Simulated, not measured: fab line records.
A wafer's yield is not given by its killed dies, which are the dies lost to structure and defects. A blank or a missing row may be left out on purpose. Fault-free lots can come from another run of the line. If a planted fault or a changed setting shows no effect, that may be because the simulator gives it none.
A struck lot beside a sound one + flow gf180mcu + 15 out of 602 route steps
Sound: wafers L210.1, L210.2, L210.3. Struck: wafer L223.2 (L223.3, L223.4, from the same lot, were not struck and are left out); the cause is given at the end.
At each step with rows: each side's tool, then ch and its chambers, then its first start. Under that, the readings that differ: sound wafers + struck wafers + difference of the means + sigmas: that difference in standard deviations of wafers without a fault.
alike: a reading whose means differ by less than 2 such deviations, as well as words and numbers matching on both sides. not compared: withheld readings; readings where some wafer has no value; bounds like >300 that might hide an equal value; numbers whose values overlap and for which the record gives no deviation.
Wherever a step has rows on one side only, a row that says differs or no value, or a row with sigmas, the two part there. When numbers do not overlap yet have no deviation, they are printed without sigmas and do not part them. Lack of a reading on every wafer of one side parts them only where that side has two or more wafers.

GF_CONTACT_OVL_MEAS_15:
  struck on overlay-01, day 22 16:23; sound on overlay-02, day 18 01:22
  alike: CONTACT_OVL
GF_CONTACT_ETCH_16: etches BARC in N2/H2.
  sound on rie_diel-01 ch 0,1,2, day 18 01:24; struck on rie_diel-01 ch 2, day 22 16:25
  alike: drypump_motor_current_A, n2_flow_sccm, oes_product_au, throttle_valve_pct
GF_CONTACT_ETCH_17: etches SiO2 in C4F8/O2/Ar, stops on CoSi2, target depth 860 nm.
  sound: rie_diel-01 ch 0,1,2; struck: rie_diel-01 ch 2
  alike: oes_product_au
then, 5 steps without rows for these wafers: GF_CONTACT_STRIP_18 (strips in O2/N2); GF_CONTACT_CLEAN_19 (cleans in SPM); GF_CONTACT_CLEAN_20 (cleans in DIW); GF_CONTACT_CLEAN_21 (cleans in dHF, time 20 s); GF_CONTACT_SPUTTER_22 (material Ti, target thk 15 nm, time 80.02 s).
GF_CONTACT_SPUTTER_23: material TiN, target thk 10 nm, time 40 s.
  struck on pvd_sputter-01, day 22 16:57; sound on pvd_sputter-01, day 18 02:07
  alike: throttle_valve_pct
GF_CONTACT_CVD_24: deposits W, target thk 300 nm, time 90.339 s.
  sound on cvd_w-02 ch 0,1, day 18 02:10; struck on cvd_w-02 ch 0, day 22 16:59
  alike: heater_power_w, susceptor_temp_C
GF_CONTACT_RS_MEAS_25: measures by four-point-probe.
  struck on film_metro-04, day 22 17:07; sound on film_metro-01, day 18 02:16
  alike: CONTACT_W_RS
GF_CONTACT_THK_MEAS_26: measures by xrf.
  struck on film_metro-04, day 22 17:13; sound on film_metro-01, day 18 02:23
  alike: CONTACT_W_THK
GF_CONTACT_CMP_27: polishes, stops on SiO2, t overpolish 15 s, target thk 0 nm.
  sound on cmp-01 ch 0,1,3, day 18 02:26; struck on cmp-01 ch 2, day 22 17:16
| reading                | sound                | struck | difference | sigmas      |
|------------------------|----------------------|--------|------------|-------------|
| overpolish_run_s (s)   | 15.005 14.982 14.986 | 0.040  | -14.951    | -99 or more |
| time_to_endpoint_s (s) | 67.9 70.9 70.3       | 114.2  | +44.5      | +17         |
  alike: motor_current_A, slurry_filter_dp_kPa
GF_M1_SPUTTER_00: material Ti, target thk 37.5 nm, time 150 s.
  rows exist in the record for the sound wafers here (pvd_sputter-01, day 18 02:44), none for the struck ones
-- the record jumps here: 11 days lie between the struck wafers' starts before and after (it left off in module M1 and takes up again in module PASSIVATION, whose first step shown is number 602 of the route) --
GF_PASSIVATION_PROBE_99:
  the record has rows for the struck wafers here (prober-02, day 33 23:06) and none for the sound ones

## WHERE THEY PART
First at GF_CONTACT_CMP_27; last, within this record, at GF_PASSIVATION_PROBE_99.

WHY: whatever the simulator had introduced
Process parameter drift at GF_CONTACT_CMP_27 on cmp-01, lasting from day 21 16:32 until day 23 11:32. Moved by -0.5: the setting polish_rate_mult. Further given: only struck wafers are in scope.
